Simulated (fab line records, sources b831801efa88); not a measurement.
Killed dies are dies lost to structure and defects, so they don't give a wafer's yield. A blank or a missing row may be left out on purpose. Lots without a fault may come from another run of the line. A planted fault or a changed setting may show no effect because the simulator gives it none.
Chamber matching | flow gf180mcu | GF_V5_ETCH_16 on rie_diel-04: 4 sister chambers
The step etches BARC in N2/H2. 4 wafers are shown with their chamber, then 8 later ones without.

WAFERS WITH THEIR CHAMBER
wafer  | chamber | drypump_motor_current_A (A)
L122.6 | 0       | 6.8
L131.5 | 2       | 5.8
L133.2 | 1       | 5.7
L134.2 | 3       | 5.2

WAFERS WITHOUT THEIR CHAMBER
wafer  | drypump_motor_current_A (A)
L134.5 | 5.2
L134.6 | 6.8
L136.3 | 5.7
L136.4 | 5.8
L136.6 | 6.8
L137.1 | 5.2
L137.4 | 6.8
L137.6 | 5.9

WHICH CHAMBER EACH WENT THROUGH
wafer  | from the rows above | in truth
L134.5 | 3                   | 3
L134.6 | 0                   | 0
L136.3 | 1                   | 1
L136.4 | 2                   | 2
L136.6 | 0                   | 0
L137.1 | 3                   | 3
L137.4 | 0                   | 0
L137.6 | 2                   | 2
Placed correctly: 8 of 8. Can't be placed from these rows: 0. Placed wrongly: 0.
How it was worked out, from the rows above alone: a wafer's distance from a chamber is the root of the sum, over the readings, of the square of ((its reading less the chamber's mean) divided by the reading's scatter). The wafer belongs to the nearest chamber; if the next one is less than 2 further off, it can't be placed. A chamber's mean is the mean of its shown wafers. The scatter: with one shown wafer a chamber, the root of the mean of the squares of how far each hidden wafer lies from its nearest shown one.
